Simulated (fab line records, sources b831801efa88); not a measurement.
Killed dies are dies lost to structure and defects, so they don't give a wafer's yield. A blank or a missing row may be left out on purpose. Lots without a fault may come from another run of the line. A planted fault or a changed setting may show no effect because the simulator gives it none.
Which tool did it? | flow sky130 | 12 lots, 36 wafers sampled, at 3 steps of a route of 708

WHAT THE GAUGES READ, wafer by wafer
SKY_VIA1_BOW_MEAS_03. Usual: VIA1_BOW 83 um, standard deviation 7.2.
lot  | measured     | on            | VIA1_BOW (um) | flag
L594 | day 34 15:52 | film_metro-04 | 105 85 76     |
L595 | day 34 15:54 | film_metro-02 | 84 72 87      |
L598 | day 36 00:22 | film_metro-02 | 78 82 85      |
L600 | day 36 08:05 | film_metro-03 | 88 85 91      |
L601 | day 36 16:19 | film_metro-03 | 74 78 72      |
L602 | day 36 19:22 | film_metro-03 | 93 97 83      |
L604 | day 38 01:36 | film_metro-04 | 79 81 82      |
L607 | day 39 06:37 | film_metro-02 | 91 90 83      |
L609 | day 40 03:11 | film_metro-04 | 73 78 78      |
L612 | day 40 06:38 | film_metro-02 | 75 83 93      |
L613 | day 40 12:41 | film_metro-02 | 80 89 92      |
L614 | day 40 19:11 | film_metro-04 | 93 90 76      |

WHICH TOOL RAN EACH LOT (tool, then ch and the chambers of the sampled wafers, then the start)
lot  | SKY_GATE_OXIDE_COAT_05            | SKY_GATE_OXIDE_STRIP_13
L594 | litho_track-03 ch 0, day 14 23:04 | plasma_asher-03 ch 0,1, day 15 12:29
L595 | litho_track-02 ch 0, day 14 23:06 | plasma_asher-04 ch 0,1, day 15 13:07
L598 | litho_track-03 ch 0, day 16 11:34 | plasma_asher-04 ch 0,1, day 17 02:25
L600 | litho_track-01 ch 0, day 16 17:25 | plasma_asher-02 ch 0,1, day 17 08:25
L601 | litho_track-03 ch 0, day 17 03:06 | plasma_asher-03 ch 0, day 17 18:08
L602 | litho_track-03 ch 0, day 17 09:34 | plasma_asher-04 ch 0,1, day 18 00:28
L604 | litho_track-03 ch 0, day 18 02:34 | plasma_asher-03 ch 0,1, day 18 18:13
L607 | litho_track-02 ch 0, day 19 16:31 | plasma_asher-04 ch 0, day 20 08:34
L609 | litho_track-02 ch 0, day 20 05:12 | plasma_asher-02 ch 0,1, day 20 21:11
L612 | litho_track-02 ch 0, day 21 03:27 | plasma_asher-04 ch 0,1, day 21 19:35
L613 | litho_track-03 ch 0, day 21 15:00 | plasma_asher-02 ch 0,1, day 22 06:25
L614 | litho_track-01 ch 0, day 22 00:23 | plasma_asher-02 ch 0, day 22 15:28
- SKY_GATE_OXIDE_COAT_05: resist thk 1140 nm.
- SKY_GATE_OXIDE_STRIP_13: strips in O2/N2.

WHAT THE TOOLS THEMSELVES READ (means of the sampled wafers that have a number; where no wafer has one, the mark that the record gives instead)
SKY_GATE_OXIDE_STRIP_13. Usual: drypump_motor_current_A 5.6 A, standard deviation 0.33; oes_product_au 0.715 a.u., standard deviation 0.0047; strip_time_to_endpoint_s 14.18 s, standard deviation 0.046.
lot  | tool            | drypump_motor_current_A (A) | oes_product_au (a.u.) | strip_time_to_endpoint_s (s) | flag
L594 | plasma_asher-03 | 6.1                         | 0.710                 | 14.19                        |
L595 | plasma_asher-04 | 5.6                         | 0.710                 | 14.17                        |
L598 | plasma_asher-04 | 5.6                         | 0.713                 | 14.15                        |
L600 | plasma_asher-02 | 5.4                         | 0.716                 | 14.20                        |
L601 | plasma_asher-03 | 5.3                         | 0.621                 | 9.29                         | OFF
L602 | plasma_asher-04 | 5.6                         | 0.622                 | 9.31                         | OFF
L604 | plasma_asher-03 | 5.7                         | 0.621                 | 9.28                         | OFF
L607 | plasma_asher-04 | 5.5                         | 0.713                 | 14.14                        |
L609 | plasma_asher-02 | 5.4                         | 0.716                 | 14.12                        |
L612 | plasma_asher-04 | 5.6                         | 0.715                 | 14.09                        |
L613 | plasma_asher-02 | 5.4                         | 0.720                 | 14.22                        |
L614 | plasma_asher-02 | 5.5                         | 0.717                 | 14.22                        |

THE ANSWER, worked out from the rows above alone
Rule: a lot is off if the mean of its wafers that have a number lies more than 3 standard deviations from the usual mean. A lot without any number at a reading at which 4 lots or more have one is off too. The other lots that the step has rows for count as sound. The gauges are gone through in route order, then the tools' own readings, and for those a lot's mean is taken as printed above. The first step at which some lot is off is used, and at that step the reading that is off furthest; a lot without a number counts as furthest.
Off: L601, L602, L604, at SKY_GATE_OXIDE_STRIP_13 (strip_time_to_endpoint_s).
A tool fits if, at that step or a process step before it, it ran every lot that is off, and no sound lot after the first of them. None of those tried fits.

WHAT THE SIMULATOR HAD PUT IN
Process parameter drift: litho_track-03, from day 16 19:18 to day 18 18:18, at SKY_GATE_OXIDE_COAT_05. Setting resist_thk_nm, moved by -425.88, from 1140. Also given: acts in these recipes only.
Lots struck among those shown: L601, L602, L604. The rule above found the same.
